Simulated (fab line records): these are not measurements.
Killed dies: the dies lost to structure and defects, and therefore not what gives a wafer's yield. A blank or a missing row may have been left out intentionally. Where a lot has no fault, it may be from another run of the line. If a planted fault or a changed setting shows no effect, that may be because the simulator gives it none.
Comparing a struck lot with a sound one -- flow sky130 -- 36 steps out of a route of 708
Sound: the wafers L301.3, L301.5, L301.6. Struck: wafers L302.2, L302.3, L302.5. The cause comes at the end.
At each step with rows: each side's tool, then ch and its chambers, then its first start. Under that, the readings that differ: sound wafers -- struck wafers -- difference of the means -- sigmas: that difference in standard deviations of wafers without a fault.
alike: words and numbers the same on both sides, and readings whose means are apart by under 2 such deviations; not compared: readings that were withheld, readings missing a value for some wafer, numbers with overlapping values and no deviation given by the record, and bounds like >300 which may hide the same value.
A row with sigmas, a row that says differs or no value, or rows on one side alone: a step with any of these is where the two part. Numbers that don't overlap but have no deviation are shown without sigmas and don't part them. Lack of a reading on every wafer of one side parts them only where that side has two or more wafers.

first, 10 steps without rows for these wafers: SKY_POLY_CUT_ETCH_10 (etches BARC in N2/H2, stops on SiO2, time 45.9 s, target depth 60 nm); SKY_POLY_CUT_ETCH_11 (etches Si3N4 in CF4/CH2F2/Ar, stops on poly-Si, time 42.5 s, target depth 60 nm); SKY_POLY_CUT_STRIP_12 (strips in O2/N2); SKY_SD_P_DEHYDRATE_00 (time 60 s); SKY_SD_P_HMDS_01 (prime time 60 s); SKY_SD_P_COAT_02 (resist thk 1140 nm); SKY_SD_P_SOFTBAKE_03 (time 60 s); SKY_SD_P_EXPOSE_04 (exposes mask PSDM, target cd 380 nm); SKY_SD_P_PEB_05; SKY_SD_P_DEVELOP_06 (develop time 60 s).
SKY_SD_P_IMPLANT_09:
  sound on implanter-03 ch 0, day 31 05:28; struck on implanter-02 ch 0, day 31 10:50
reading,sound,struck,difference,sigmas
beam_on_s (s),14.6 14.8 15.1,10.0 10.1 9.9,-4.8,-7
dose_ions_cm2,3.005e+15 3e+15 3.009e+15,1.499e+15 1.503e+15 1.498e+15,-1.505e+15,-99 or more
faraday_current_uA,11271 11085 10895,8207 8171 8388,-2828,-5
  alike: end_station_pressure_torr
SKY_SD_P_STRIP_10: strips in O2/N2.
  sound on plasma_asher-04 ch 0,1, day 31 05:36; struck on plasma_asher-02 ch 1, day 31 10:58
reading,sound,struck,difference,sigmas
oes_product_au (a.u.),0.614 0.617 0.620,0.639 0.650 0.650,+0.029,+7
strip_time_to_endpoint_s (s),17.50 17.48 17.48,16.22 16.23 16.26,-1.25,-33
  alike: chamber_pressure_mTorr, drypump_motor_current_A
  not compared: rf_hours_counter_h
SKY_SD_P_TW_MEAS_11:
  sound: film_metro-03 at day 31 05:41; struck: film_metro-01 at day 31 11:04
reading,sound,struck,difference,sigmas
SD_P_TW,2811 2814 2797,2397 2409 2405,-404,-21
then, 21 steps without rows for these wafers: SKY_RES_XHIGH_DEHYDRATE_00 (time 60 s); SKY_RES_XHIGH_HMDS_01 (prime time 60 s); SKY_RES_XHIGH_COAT_02 (resist thk 1140 nm); SKY_RES_XHIGH_SOFTBAKE_03 (time 60 s); SKY_RES_XHIGH_EXPOSE_04 (exposes mask URPM, target cd 1270 nm); SKY_RES_XHIGH_PEB_05; SKY_RES_XHIGH_DEVELOP_06 (develop time 60 s); SKY_RES_XHIGH_IMPLANT_07; SKY_RES_XHIGH_STRIP_08 (strips in O2/N2); SKY_SD_N_DEHYDRATE_00 (time 60 s); SKY_SD_N_HMDS_01 (prime time 60 s); SKY_SD_N_COAT_02 (resist thk 1140 nm); SKY_SD_N_SOFTBAKE_03 (time 60 s); SKY_SD_N_EXPOSE_04 (exposes mask NSDM, target cd 380 nm); SKY_SD_N_PEB_05; SKY_SD_N_DEVELOP_06 (develop time 60 s); SKY_SD_N_IMPLANT_09; SKY_SD_N_IMPLANT_10; SKY_SD_N_STRIP_11 (strips in O2/N2); SKY_SD_N_CLEAN_13 (cleans in SC1/SC2, time 150 s); SKY_SD_N_RTA_14 (time 2 s).
-- the record jumps here: 2 days lie between the struck wafers' starts before and after --
SKY_SD_N_RS_MEAS_17: measures by four-point-probe.
  sound: film_metro-03 at day 33 11:45; struck: film_metro-02 at day 33 19:11
reading,sound,struck,difference,sigmas
SD_P_RS (ohm/sq),147.1 147.2 147.5,160.4 159.9 159.9,+12.8,+32
-- the record jumps here: 16 days lie between the struck wafers' starts before and after (it left off in module SD_N and takes up again in module PAD_OPEN, whose first step shown is number 708 of the route) --
SKY_PAD_OPEN_PROBE_99:
  sound: prober-01 at day 49 06:48; struck: prober-02 at day 49 11:35
reading,sound,struck,difference,sigmas
model.etest.licon_high_po.rc_ohm,365.5 360 356.3,1272 1275 1176,+880,
model.etest.res_high_po.line_ohm_um,775.5 743.2 749.7,1312 1340 1306,+563,
model.etest.res_pdiff.line_ohm_um,1404 1386 1363,1752 1754 1789,+381,
model.etest.pfet_01v8.r_on_ohm_um,2903 2818 2894,3236 3283 3329,+411,
model.etest.pfet_g5v0d10v5.r_on_ohm_um,4802 4694 4767,5012 5131 5086,+322,
model.etest.res_high_po.rs_ohm_sq,269.2 267.7 266.4,466.7 470.2 463.1,+198.9,
model.etest.licon_pdiff.rc_ohm,587.4 603.1 600,773.4 758.2 778,+173.0,
model.etest.res_pdiff_hv.rs_ohm_sq,189.9 192.2 192.3,249.7 249.8 248.4,+57.8,
  alike: killed_at_M0_to_M3, killed_at_M4_up, killed_at_contacts, killed_at_front_end, killed_at_other, killed_dies, killed_open, killed_short

## WHERE THEY PART
Earliest at SKY_SD_P_IMPLANT_09; latest, in this record, at SKY_SD_N_RS_MEAS_17. Later steps at which nothing parts them and some readings are alike: SKY_PAD_OPEN_PROBE_99.

WHY: what the simulator had put in
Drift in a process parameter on implanter-02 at SKY_SD_P_IMPLANT_09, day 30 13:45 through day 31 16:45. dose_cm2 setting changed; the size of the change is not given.
